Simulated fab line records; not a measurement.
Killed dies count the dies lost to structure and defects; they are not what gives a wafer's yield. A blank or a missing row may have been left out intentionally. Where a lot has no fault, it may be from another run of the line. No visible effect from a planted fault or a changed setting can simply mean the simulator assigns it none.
fab line records | flow sfqLine
record: lots: 6 | wafers: 18 | lastDay: 85
route steps=325 shown I6@270 M7@281 I7@296 M8@311
lots untouched by any fault: they come from a run of this same line in which no faults occurred
startH: hours from the record's opening day to when the first of the lot's shown wafers began | waitH: hours from the lot's prior step to this one | " identical to the entry in the row above | L1.1+2: one row covering several wafers at once | - no value, or no start was given | * or withheld: withheld | < > ~ a bound
route shown NAME@n: NAME is a module with steps in the file, n the number in the route of the first one | usual: mean/standard deviation of fault-free wafers | same: alike in all rows | chamber/n: place in a boat | sites: the reading at each site | _std_site: standard deviation across them | _edge_site: mean of outer sites minus mean of inner sites | radiusMm: for every site, how far away it sits from the centre of the wafer | mask NAME#n: copy n | behind: the last tool/chamber to shape the wafer | hold: the reason the lot was held/the length of the hold in hours/how it ended | device: transistor that didn't switch, given as n, p or np | end of line: tests run on the same wafers once the route is complete | a step given without rows: its recipe and nothing more | killed: dies lost to structure and defects at the first sort, not the wafer's yield | map: dies across one wafer; x = killed, . = not, _ = none there
set.NAME: the setting as run; set.NAME@STEP: as run at that earlier step | model.NAME: the simulator's own value behind a step, which no gauge read
a table for each step, a row for each wafer; lots at some steps of the route
services: when a tool's chamber went out of use (startH, in hours from the record's first day, below 0 if earlier), for how many hours, and the reason
== steps ==
step: SFQ_TRILAYER_I6_VIA_LITHO_COAT_174
recipe: resist: BARC | spinRpm: 3000 | resistThkNm: 62
step: SFQ_TRILAYER_I6_VIA_LITHO_COAT_169
recipe: resist: KrF | spinRpm: 3000 | resistThkNm: 650
step: SFQ_TRILAYER_I6_VIA_LITHO_SOFTBAKE_173
recipe: tempC: withheld | timeS: withheld | resist: KrF
step: SFQ_TRILAYER_I6_VIA_LITHO_EXPOSE_170
recipe: maskId: I6 | na: 0.6 | sourceShape: conventional | sigmaOuter: 0.65 | targetCdNm: 700 | doseMj: 21.3
step: SFQ_TRILAYER_I6_VIA_LITHO_PEB_172
recipe: pebTempC: 115 | pebTimeS: 60 | resist: KrF
step: SFQ_TRILAYER_I6_VIA_LITHO_DEVELOP_171
recipe: timeS: 60 | resist: KrF
step: SFQ_I6_OVL_MEAS_942
usual: I6_OVL: 2/4.7
lot.wafer | tool       | chamber | startH  | waitH | I6_OVL[nm]
L424.1    | overlay-02 | -       | 1492.78 | 0.1   | 4
L424.3    | "          | -       | "       | "     | 4
L424.4    | "          | -       | "       | "     | 2
L431.1    | overlay-02 | -       | 1814.83 | 0.1   | 0
L431.3    | "          | -       | "       | "     | -1
L431.5    | "          | -       | "       | "     | -4
L434.2    | overlay-02 | -       | 1820.83 | 0.1   | 9
L434.5    | "          | -       | "       | "     | 4
L434.6    | "          | -       | "       | "     | 6
L438.1    | overlay-01 | -       | 1906.87 | 0.1   | 8
L438.3    | "          | -       | "       | "     | 8
L438.5    | "          | -       | "       | "     | 9
L440.4    | overlay-01 | -       | 1938.09 | 0.1   | 5
L440.5    | "          | -       | "       | "     | 12
L440.6    | "          | -       | "       | "     | 4
L443.1    | overlay-01 | -       | 1956.07 | 0.1   | 6
L443.3    | "          | -       | "       | "     | 2
L443.4    | "          | -       | "       | "     | 9
step: SFQ_TRILAYER_I6_VIA_BARC_OPEN_VIA_ETCH_235
recipe: maskMaterial: PR | chemistry: O2 | targetDepthNm: 125 | target: BARC | sourceW: 500 | biasW: 80 | pressureMtorr: 30 | timeS: 41.7
step: SFQ_TRILAYER_I6_VIA_ETCH_VIA_ETCH_172
recipe: target: SiO2 | stopOn: Nb | maskMaterial: PR | taperDeg: 20 | chemistry: CHF3 | targetDepthNm: 260 | sourceW: 500 | biasW: 80 | pressureMtorr: 30 | timeS: withheld
usual: drypumpMotorCurrentA: 6.1/0.43 | oesProductAu: 0.854/0.0054
lot.wafer | tool       | chamber | startH  | waitH | drypumpMotorCurrentA | oesProductAu
L424.1    | rieDiel-02 | 0       | 1492.85 | 0.0   | 5.4                  | 0.862
L424.3    | "          | 3       | "       | "     | 5.1                  | 0.860
L424.4    | "          | 2       | "       | "     | 6.5                  | 0.853
L431.1    | rieDiel-03 | 0       | 1814.90 | 0.0   | 6.7                  | 0.847
L431.3    | "          | 1       | "       | "     | 6.2                  | 0.857
L431.5    | "          | 2       | "       | "     | 6.3                  | 0.856
L434.2    | rieDiel-03 | 3       | 1820.90 | 0.0   | 6.2                  | 0.857
L434.5    | "          | 3       | "       | "     | 6.2                  | 0.864
L434.6    | "          | 2       | "       | "     | 6.3                  | 0.851
L438.1    | rieDiel-03 | 1       | 1906.95 | 0.0   | 6.1                  | 0.856
L438.3    | "          | 0       | "       | "     | 6.7                  | 0.849
L438.5    | "          | 3       | "       | "     | 6.2                  | 0.847
L440.4    | rieDiel-04 | 0       | 1938.15 | 0.0   | 5.8                  | 0.850
L440.5    | "          | 1       | "       | "     | 6.1                  | 0.855
L440.6    | "          | 2       | "       | "     | 6.2                  | 0.858
L443.1    | rieDiel-02 | 2       | 1956.15 | 0.0   | 6.5                  | 0.857
L443.3    | "          | 0       | "       | "     | 5.4                  | 0.863
L443.4    | "          | 1       | "       | "     | 5.8                  | 0.853
step: SFQ_TRILAYER_I6_VIA_STRIP_STRIP_173
recipe: gas: O2 | powerW: 200 | platenTempC: 40 | overashFraction: 0.65 | chemistry: O2 | pressureMtorr: 50
step: SFQ_TRILAYER_I6_VIA_STRIP_SOLV_CLEAN_174
recipe: chemistry: NMP | tempC: 70 | timeS: 600
step: SFQ_TRILAYER_M7_DEP_PRE_CLEAN_176
recipe: gas: Ar | timeS: 22.5 | biasV: 250
step: SFQ_TRILAYER_M7_DEP_SPUTTER_175
recipe: material: Nb | basePressurePa: 1.33e-06 | chamberPressurePa: 0.1333 | substrateTempC: 20 | targetThkNm: 200 | powerW: 2000 | timeS: 133.3
usual: throttleValvePct: 29.7/0.74
lot.wafer | tool          | chamber | startH  | waitH | throttleValvePct | model.Nb_of_TRILAYER_M7_DEP_SPUTTER_175.thkNm
L424.1    | pvdSputter-04 | -       | 1493.77 | 0.0   | 30.4             | 200.4
L424.3    | "             | -       | "       | "     | 30.1             | 199.9
L424.4    | "             | -       | "       | "     | 28.8             | 199
L431.1    | pvdSputter-04 | -       | 1815.84 | 0.0   | 30.3             | 252.5
L431.3    | "             | -       | "       | "     | 30.5             | 200.9
L431.5    | "             | -       | "       | "     | 28.7             | 201.7
L434.2    | pvdSputter-04 | -       | 1821.82 | 0.0   | 30.0             | 250.4
L434.5    | "             | -       | "       | "     | 29.4             | 199.1
L434.6    | "             | -       | "       | "     | 28.5             | 200.4
L438.1    | pvdSputter-03 | -       | 1907.89 | 0.0   | 29.5             | 200.7
L438.3    | "             | -       | "       | "     | 31.4             | 199.2
L438.5    | "             | -       | "       | "     | 31.2             | 200.1
L440.4    | pvdSputter-03 | -       | 1939.07 | 0.0   | 31.0             | 204.3
L440.5    | "             | -       | "       | "     | 29.7             | 204.9
L440.6    | "             | -       | "       | "     | 28.9             | 207.1
L443.1    | pvdSputter-03 | -       | 1957.07 | 0.0   | 28.9             | 199
L443.3    | "             | -       | "       | "     | 29.4             | 198.5
L443.4    | "             | -       | "       | "     | 31.3             | 199.9
step: SFQ_M7_RS_MEAS_943
recipe: thkMeasGauge: four-point-probe | reads: Nb_of_TRILAYER_M7_DEP_SPUTTER_175
usual: M7_NB_RS: 0.890/0.012
lot.wafer | tool         | chamber | startH  | waitH | M7_NB_RS[ohm/sq]
L424.1    | filmMetro-02 | -       | 1493.86 | 0.0   | 0.889
L424.3    | "            | -       | "       | "     | 0.893
L424.4    | "            | -       | "       | "     | 0.895
L431.1    | filmMetro-04 | -       | 1815.93 | 0.0   | 0.704
L431.3    | "            | -       | "       | "     | 0.886
L431.5    | "            | -       | "       | "     | 0.881
L434.2    | filmMetro-01 | -       | 1821.93 | 0.1   | 0.709
L434.5    | "            | -       | "       | "     | 0.892
L434.6    | "            | -       | "       | "     | 0.885
L438.1    | filmMetro-04 | -       | 1908.00 | 0.1   | 0.886
L438.3    | "            | -       | "       | "     | 0.894
L438.5    | "            | -       | "       | "     | 0.889
L440.4    | filmMetro-02 | -       | 1939.23 | 0.1   | 0.871
L440.5    | "            | -       | "       | "     | 0.870
L440.6    | "            | -       | "       | "     | 0.861
L443.1    | filmMetro-01 | -       | 1957.17 | 0.0   | 0.894
L443.3    | "            | -       | "       | "     | 0.897
L443.4    | "            | -       | "       | "     | 0.892
step: SFQ_TRILAYER_M7_LITHO_COAT_182
recipe: resist: BARC | spinRpm: 3000 | resistThkNm: 62
step: SFQ_TRILAYER_M7_LITHO_COAT_177
recipe: resist: KrF | spinRpm: 3000 | resistThkNm: 600
step: SFQ_TRILAYER_M7_LITHO_SOFTBAKE_181
recipe: tempC: withheld | timeS: withheld | resist: KrF
step: SFQ_TRILAYER_M7_LITHO_EXPOSE_178
recipe: maskId: M7 | na: 0.6 | sourceShape: conventional | sigmaOuter: 0.65 | targetCdNm: 500 | doseMj: 14.4
step: SFQ_TRILAYER_M7_LITHO_PEB_180
recipe: pebTempC: 115 | pebTimeS: 60 | resist: KrF
step: SFQ_TRILAYER_M7_LITHO_DEVELOP_179
recipe: timeS: 60 | resist: KrF
step: SFQ_M7_OVL_MEAS_945
usual: M7_OVL: 3/5.8
lot.wafer | tool       | chamber | startH  | waitH | M7_OVL[nm]
L424.1    | overlay-01 | -       | 1602.35 | 0.1   | 6
L424.3    | "          | -       | "       | "     | 8
L424.4    | "          | -       | "       | "     | 3
L431.1    | overlay-01 | -       | 1872.52 | 0.1   | 4
L431.3    | "          | -       | "       | "     | 0
L431.5    | "          | -       | "       | "     | 8
L434.2    | overlay-02 | -       | 1880.48 | 0.1   | 5
L434.5    | "          | -       | "       | "     | 6
L434.6    | "          | -       | "       | "     | 5
L438.1    | overlay-02 | -       | 1911.64 | 0.1   | 3
L438.3    | "          | -       | "       | "     | 6
L438.5    | "          | -       | "       | "     | 12
L440.4    | overlay-02 | -       | 1941.61 | 0.1   | -4
L440.5    | "          | -       | "       | "     | 1
L440.6    | "          | -       | "       | "     | 2
L443.1    | overlay-02 | -       | 1959.60 | 0.1   | -1
L443.3    | "          | -       | "       | "     | -6
L443.4    | "          | -       | "       | "     | -1
step: SFQ_TRILAYER_M7_BARC_OPEN_METAL_ETCH_229
recipe: maskMaterial: PR | chemistry: O2 | targetDepthNm: 125 | target: BARC | icpW: 600 | biasW: 80 | pressureMtorr: 10 | timeS: 41.7
step: SFQ_TRILAYER_M7_ETCH_METAL_ETCH_180
recipe: target: Nb | stopOn: SiO2 | maskMaterial: PR | chemistry: Cl2/Ar | targetDepthNm: 240 | icpW: 600 | biasW: 80 | pressureMtorr: 10 | timeS: 120
usual: drypumpMotorCurrentA: 5.8/0.32 | oesProductAu: 0.894/0.0085
lot.wafer | tool        | chamber | startH  | waitH | drypumpMotorCurrentA | oesProductAu | rfHoursCounterH
L424.1    | rieMetal-01 | 0       | 1602.44 | 0.0   | 5.6                  | 0.893        | 11
L424.3    | "           | 1       | "       | "     | 5.9                  | 0.896        | -
L424.4    | "           | 0       | "       | "     | 5.7                  | 0.890        | -
L431.1    | rieMetal-04 | 1       | 1872.62 | 0.0   | 5.3                  | 1.013        | 48
L431.3    | "           | 0       | "       | "     | 5.9                  | 0.894        | -
L431.5    | "           | 1       | "       | "     | 5.4                  | 0.888        | -
L434.2    | rieMetal-01 | 0       | 1880.67 | 0.1   | 5.7                  | 0.985        | -
L434.5    | "           | 0       | "       | "     | 5.7                  | 0.890        | -
L434.6    | "           | 0       | "       | "     | 5.7                  | 0.901        | -
L438.1    | rieMetal-02 | 1       | 1911.73 | 0.0   | 6.5                  | 0.893        | 90
L438.3    | "           | 0       | "       | "     | 5.6                  | 0.886        | -
L438.5    | "           | 0       | "       | "     | 5.6                  | 0.889        | -
L440.4    | rieMetal-01 | 0       | 1941.73 | 0.1   | 5.6                  | 0.902        | -
L440.5    | "           | 1       | "       | "     | 6.0                  | 0.899        | -
L440.6    | "           | 0       | "       | "     | 5.7                  | 0.913        | -
L443.1    | rieMetal-02 | 1       | 1959.69 | 0.0   | 6.5                  | 0.894        | 96
L443.3    | "           | 0       | "       | "     | 5.6                  | 0.890        | -
L443.4    | "           | 1       | "       | "     | 6.5                  | 0.896        | -
step: SFQ_TRILAYER_M7_STRIP_STRIP_181
recipe: gas: O2 | powerW: 200 | platenTempC: 40 | overashFraction: 0.65 | chemistry: O2 | pressureMtorr: 50
usual: drypumpMotorCurrentA: 5.8/0.32 | oesProductAu: 0.997/0.012
lot.wafer | tool        | chamber | startH  | waitH | drypumpMotorCurrentA | oesProductAu | rfHoursCounterH
L424.1    | rieMetal-01 | 0       | 1602.57 | 0.1   | 5.7                  | 0.975        | 12
L424.3    | "           | 1       | "       | "     | 6.0                  | 0.997        | -
L424.4    | "           | 0       | "       | "     | 5.7                  | 0.975        | -
L431.1    | rieMetal-04 | 1       | 1872.74 | 0.1   | 5.4                  | 1.001        | 48
L431.3    | "           | 0       | "       | "     | 5.9                  | 0.983        | -
L431.5    | "           | 1       | "       | "     | 5.3                  | 1.012        | -
L434.2    | rieMetal-01 | 0       | 1881.08 | 0.4   | 5.7                  | 0.989        | -
L434.5    | "           | 0       | "       | "     | 5.6                  | 0.987        | -
L434.6    | "           | 0       | "       | "     | 5.7                  | 0.987        | -
L438.1    | rieMetal-02 | 1       | 1911.86 | 0.1   | 6.5                  | 1.029        | 91
L438.3    | "           | 0       | "       | "     | 5.6                  | 0.985        | -
L438.5    | "           | 0       | "       | "     | 5.6                  | 0.986        | -
L440.4    | rieMetal-01 | 0       | 1942.02 | 0.2   | 5.7                  | 0.989        | -
L440.5    | "           | 1       | "       | "     | 6.0                  | 0.992        | -
L440.6    | "           | 0       | "       | "     | 5.7                  | 0.983        | -
L443.1    | rieMetal-02 | 1       | 1959.82 | 0.1   | 6.5                  | 1.017        | 96
L443.3    | "           | 0       | "       | "     | 5.5                  | 1.004        | -
L443.4    | "           | 1       | "       | "     | 6.5                  | 1.011        | -
step: SFQ_TRILAYER_M7_STRIP_SOLV_CLEAN_182
recipe: chemistry: NMP | tempC: 70 | timeS: 600
step: SFQ_TRILAYER_I7_DEP_PECVD_183
recipe: material: SiO2 | tempC: 150 | timeS: 111.11 | pressureTorr: 2.4 | rfW: 183.3 | precursor: SiH4/N2O | targetThkNm: 500
usual: heaterPowerW: 82/21 | throttleValvePct: 24.9/1.1
lot.wafer | tool     | chamber | startH  | waitH | heaterPowerW | throttleValvePct
L424.1    | pecvd-03 | 2       | 1603.34 | 0.0   | 80           | 23.6
L424.3    | "        | 1       | "       | "     | 85           | 24.0
L424.4    | "        | 2       | "       | "     | 80           | 23.4
L431.1    | pecvd-03 | 0       | 1873.52 | 0.0   | 66           | 25.3
L431.3    | "        | 2       | "       | "     | 86           | 23.6
L431.5    | "        | 1       | "       | "     | 83           | 24.7
L434.2    | pecvd-04 | 0       | 1882.25 | 0.0   | 95           | 23.3
L434.5    | "        | 2       | "       | "     | 82           | 23.3
L434.6    | "        | 1       | "       | "     | 76           | 23.2
L438.1    | pecvd-02 | 1       | 1912.63 | 0.0   | 105          | 26.0
L438.3    | "        | 2       | "       | "     | 37           | 26.5
L438.5    | "        | 2       | "       | "     | 40           | 26.9
L440.4    | pecvd-02 | 0       | 1942.63 | 0.0   | 107          | 24.5
L440.5    | "        | 1       | "       | "     | 105          | 26.1
L440.6    | "        | 2       | "       | "     | 38           | 27.0
L443.1    | pecvd-03 | 0       | 1960.59 | 0.0   | 69           | 25.9
L443.3    | "        | 2       | "       | "     | 87           | 24.2
L443.4    | "        | 2       | "       | "     | 90           | 23.8
step: SFQ_TRILAYER_I7_CMP_CMP_184
recipe: material: SiO2 | downForcePsi: 3 | platenRpm: 60 | padVelocityMS: 0.94248
step: SFQ_I7_BOW_MEAS_946
recipe: mode: bow
usual: I7_BOW: 7/10
lot.wafer | tool         | chamber | startH  | waitH | I7_BOW[um]
L424.1    | filmMetro-04 | -       | 1609.42 | 2.5   | 4
L424.3    | "            | -       | "       | "     | -2
L424.4    | "            | -       | "       | "     | -7
L431.1    | filmMetro-02 | -       | 1884.14 | 2.0   | 2
L431.3    | "            | -       | "       | "     | 12
L431.5    | "            | -       | "       | "     | 23
L434.2    | filmMetro-03 | -       | 1894.89 | 1.5   | -2
L434.5    | "            | -       | "       | "     | 20
L434.6    | "            | -       | "       | "     | 10
L438.1    | filmMetro-02 | -       | 1915.87 | 2.0   | 6
L438.3    | "            | -       | "       | "     | 5
L438.5    | "            | -       | "       | "     | 23
L440.4    | filmMetro-02 | -       | 1945.73 | 2.6   | 0
L440.5    | "            | -       | "       | "     | 2
L440.6    | "            | -       | "       | "     | 4
L443.1    | filmMetro-04 | -       | 1963.67 | 2.5   | 18
L443.3    | "            | -       | "       | "     | 16
L443.4    | "            | -       | "       | "     | 15
step: SFQ_TRILAYER_I7_METRO_MEASURE_185
usual: thkNm: 200.0/1.1
lot.wafer | tool         | chamber | startH  | waitH | thkNm
L424.1    | filmMetro-04 | -       | 1609.54 | 0.1   | 198.8
L424.3    | "            | -       | "       | "     | 199.8
L424.4    | "            | -       | "       | "     | 200.0
L431.1    | filmMetro-02 | -       | 1884.26 | 0.1   | 197.9
L431.3    | "            | -       | "       | "     | 199.7
L431.5    | "            | -       | "       | "     | 199.0
L434.2    | filmMetro-03 | -       | 1895.19 | 0.3   | 200.3
L434.5    | "            | -       | "       | "     | 199.5
L434.6    | "            | -       | "       | "     | 199.3
L438.1    | filmMetro-02 | -       | 1915.99 | 0.1   | 202.1
L438.3    | "            | -       | "       | "     | 200.8
L438.5    | "            | -       | "       | "     | 201.0
L440.4    | filmMetro-02 | -       | 1946.39 | 0.6   | 200.1
L440.5    | "            | -       | "       | "     | 200.0
L440.6    | "            | -       | "       | "     | 200.9
L443.1    | filmMetro-04 | -       | 1963.79 | 0.1   | 198.6
L443.3    | "            | -       | "       | "     | 197.9
L443.4    | "            | -       | "       | "     | 198.6
step: SFQ_TRILAYER_I7_VIA_LITHO_COAT_192
recipe: resist: BARC | spinRpm: 3000 | resistThkNm: 62
step: SFQ_TRILAYER_I7_VIA_LITHO_COAT_187
recipe: resist: KrF | spinRpm: 3000 | resistThkNm: 650
step: SFQ_TRILAYER_I7_VIA_LITHO_SOFTBAKE_191
recipe: tempC: withheld | timeS: withheld | resist: KrF
step: SFQ_TRILAYER_I7_VIA_LITHO_EXPOSE_188
recipe: maskId: I7 | na: 0.6 | sourceShape: conventional | sigmaOuter: 0.65 | targetCdNm: 1000 | doseMj: 21.3
step: SFQ_TRILAYER_I7_VIA_LITHO_PEB_190
recipe: pebTempC: 115 | pebTimeS: 60 | resist: KrF
step: SFQ_TRILAYER_I7_VIA_LITHO_DEVELOP_189
recipe: timeS: 60 | resist: KrF
step: SFQ_I7_OVL_MEAS_947
usual: I7_OVL: -2/4.5
lot.wafer | tool       | chamber | startH  | waitH | I7_OVL[nm]
L424.1    | overlay-02 | -       | 1720.57 | 0.1   | -4
L424.3    | "          | -       | "       | "     | -3
L424.4    | "          | -       | "       | "     | -9
L431.1    | overlay-01 | -       | 1895.82 | 0.1   | -3
L431.3    | "          | -       | "       | "     | -6
L431.5    | "          | -       | "       | "     | -1
L434.2    | overlay-01 | -       | 1899.43 | 0.1   | -4
L434.5    | "          | -       | "       | "     | -2
L434.6    | "          | -       | "       | "     | 1
L438.1    | overlay-01 | -       | 1919.44 | 0.1   | -3
L438.3    | "          | -       | "       | "     | -8
L438.5    | "          | -       | "       | "     | -6
L440.4    | overlay-01 | -       | 1949.26 | 0.1   | 0
L440.5    | "          | -       | "       | "     | -7
L440.6    | "          | -       | "       | "     | 0
L443.1    | overlay-01 | -       | 1967.24 | 0.1   | 1
L443.3    | "          | -       | "       | "     | -3
L443.4    | "          | -       | "       | "     | -2
step: SFQ_TRILAYER_I7_VIA_BARC_OPEN_VIA_ETCH_260
recipe: maskMaterial: PR | chemistry: O2 | targetDepthNm: 125 | target: BARC | sourceW: 500 | biasW: 80 | pressureMtorr: 30 | timeS: 41.7
step: SFQ_TRILAYER_I7_VIA_ETCH_VIA_ETCH_190
recipe: target: SiO2 | stopOn: Nb | maskMaterial: PR | taperDeg: 20 | chemistry: CHF3 | targetDepthNm: 260 | sourceW: 500 | biasW: 80 | pressureMtorr: 30 | timeS: withheld
step: SFQ_TRILAYER_I7_VIA_STRIP_STRIP_191
recipe: gas: O2 | powerW: 200 | platenTempC: 40 | overashFraction: 0.65 | chemistry: O2 | pressureMtorr: 50
usual: drypumpMotorCurrentA: 5.8/0.39 | oesProductAu: 1.002/0.01
lot.wafer | tool        | chamber | startH  | waitH | drypumpMotorCurrentA | oesProductAu | rfHoursCounterH
L424.1    | rieMetal-03 | 0       | 1720.76 | -     | 5.5                  | 1.012        | 79
L424.3    | "           | 1       | "       | "     | 6.1                  | 0.988        | -
L424.4    | "           | 0       | "       | "     | 5.5                  | 1.015        | -
L431.1    | rieMetal-02 | 1       | 1896.01 | -     | 6.5                  | 1.009        | 88
L431.3    | "           | 0       | "       | "     | 5.6                  | 1.002        | -
L431.5    | "           | 1       | "       | "     | 6.5                  | 1.026        | -
L434.2    | rieMetal-03 | 0       | 1899.61 | -     | 5.6                  | 0.981        | 111
L434.5    | "           | 1       | "       | "     | 6.1                  | 0.991        | -
L434.6    | "           | 0       | "       | "     | 5.6                  | 0.987        | -
L438.1    | rieMetal-04 | 0       | 1919.63 | -     | 5.9                  | 1.002        | 103
L438.3    | "           | 0       | "       | "     | 5.9                  | 1.017        | -
L438.5    | "           | 1       | "       | "     | 5.4                  | 1.021        | -
L440.4    | rieMetal-03 | 1       | 1949.63 | -     | 6.1                  | 0.996        | -
L440.5    | "           | 1       | "       | "     | 6.1                  | 0.986        | -
L440.6    | "           | 0       | "       | "     | 5.6                  | 0.985        | -
L443.1    | rieMetal-02 | 0       | 1967.43 | -     | 5.6                  | 1.003        | 73
L443.3    | "           | 1       | "       | "     | 6.5                  | 1.021        | -
L443.4    | "           | 0       | "       | "     | 5.6                  | 1.001        | -
step: SFQ_TRILAYER_I7_VIA_STRIP_SOLV_CLEAN_192
recipe: chemistry: NMP | tempC: 70 | timeS: 600
step: SFQ_TRILAYER_M8_LITHO_LOR_COAT_197
recipe: resist: lift-off | spinRpm: 3000
step: SFQ_M8_BOW_MEAS_951
recipe: mode: bow
usual: M8_BOW: 8/10
lot.wafer | tool         | chamber | startH  | waitH | M8_BOW[um] | model.etest.m7.combLog10Ohm | model.etest.m7.ohmSq
L424.1    | filmMetro-03 | -       | 1798.79 | 0.0   | 6          | 12                          | 0.8887
L424.3    | "            | -       | "       | "     | -1         | 12                          | 0.8909
L424.4    | "            | -       | "       | "     | -6         | 12                          | 0.8948
L431.1    | filmMetro-03 | -       | 1976.40 | 0.0   | 2          | 0                           | 0.7054
L431.3    | "            | -       | "       | "     | 11         | 12                          | 0.8863
L431.5    | "            | -       | "       | "     | 23         | 12                          | 0.8827
L434.2    | filmMetro-01 | -       | 1984.59 | 0.0   | -1         | 0                           | 0.7113
L434.5    | "            | -       | "       | "     | 22         | 12                          | 0.8945
L434.6    | "            | -       | "       | "     | 11         | 12                          | 0.8884
L438.1    | filmMetro-02 | -       | 2012.16 | 0.0   | 7          | 12                          | 0.8871
L438.3    | "            | -       | "       | "     | 7          | 12                          | 0.8939
L438.5    | "            | -       | "       | "     | 24         | 12                          | 0.89
L440.4    | filmMetro-01 | -       | 2037.48 | 0.1   | 0          | 12                          | 0.8716
L440.5    | "            | -       | "       | "     | 4          | 12                          | 0.869
L440.6    | "            | -       | "       | "     | 4          | 12                          | 0.8598
L443.1    | filmMetro-01 | -       | 2051.89 | 0.0   | 18         | 12                          | 0.8946
L443.3    | "            | -       | "       | "     | 18         | 12                          | 0.8969
L443.4    | "            | -       | "       | "     | 17         | 12                          | 0.891
== services ==
tool          | chamber | startH  | hours | kind
filmMetro-02  | -       | 1477.39 | 1.9   | pm
filmMetro-02  | -       | 1479.25 | 0.2   | pm
rieDiel-03    | 1       | 1483.99 | 3.0   | repair
rieMetal-02   | -       | 1485.90 | 0.4   | repair
rieMetal-02   | 1       | 1494.15 | 3.6   | repair
pvdSputter-03 | -       | 1497.77 | 0.6   | repair
rieMetal-02   | 0       | 1506.54 | 4.9   | repair
filmMetro-02  | -       | 1508.67 | 12.5  | repair
pecvd-03      | -       | 1515.71 | 14.6  | pm
filmMetro-02  | -       | 1521.21 | 0.9   | pm
rieMetal-03   | -       | 1529.49 | 0.8   | repair
filmMetro-02  | -       | 1530.11 | 1.0   | pm
pecvd-03      | -       | 1557.86 | 13.3  | repair
rieMetal-01   | -       | 1567.88 | 1.4   | pm
pvdSputter-03 | -       | 1588.15 | 3.8   | repair
pecvd-03      | 1       | 1591.11 | 5.1   | repair
pvdSputter-04 | -       | 1596.01 | 4.1   | repair
rieMetal-02   | -       | 1624.06 | 2.3   | repair
rieMetal-01   | -       | 1659.72 | 14.6  | pm
rieMetal-02   | -       | 1732.71 | 2.7   | repair
rieMetal-02   | 1       | 1804.93 | 1.4   | repair
rieMetal-02   | -       | 1867.16 | 28.1  | pm
rieMetal-02   | -       | 1912.46 | 2.8   | pm
rieMetal-01   | 1       | 1948.16 | 2.6   | repair
== key ==
firstSign: step: SFQ_M7_RS_MEAS_943 | reading: M7_NB_RS | direction: down | sigmas: 15 | usual: 0.890 | struck: 0.707
effect: step: SFQ_TRILAYER_M7_ETCH_METAL_ETCH_180 | reading: oesProductAu | direction: up | sigmas: 12 | usual: 0.894 | struck: 0.999
modelEffect: step: SFQ_TRILAYER_M7_DEP_SPUTTER_175 | value: Nb_of_TRILAYER_M7_DEP_SPUTTER_175.thkNm | without: 201 | struck: 251.4
modelEffect: step: SFQ_M8_BOW_MEAS_951 | value: etest.m7.combLog10Ohm | without: 12 | struck: 0
metAt SFQ_TRILAYER_M7_DEP_SPUTTER_175
struckWafers L431.1,L434.2
onsetBetween 1493.77 1815.84
fault: kind: processParameterDrift | tool: pvdSputter-04 | chamber: - | onsetH: 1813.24 | steps: SFQ_TRILAYER_M7_DEP_SPUTTER_175 | channel: timeS | offset: * | shape: step | endH: 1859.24 | actsIn: * | stated: * | scope: struckWafersOnly
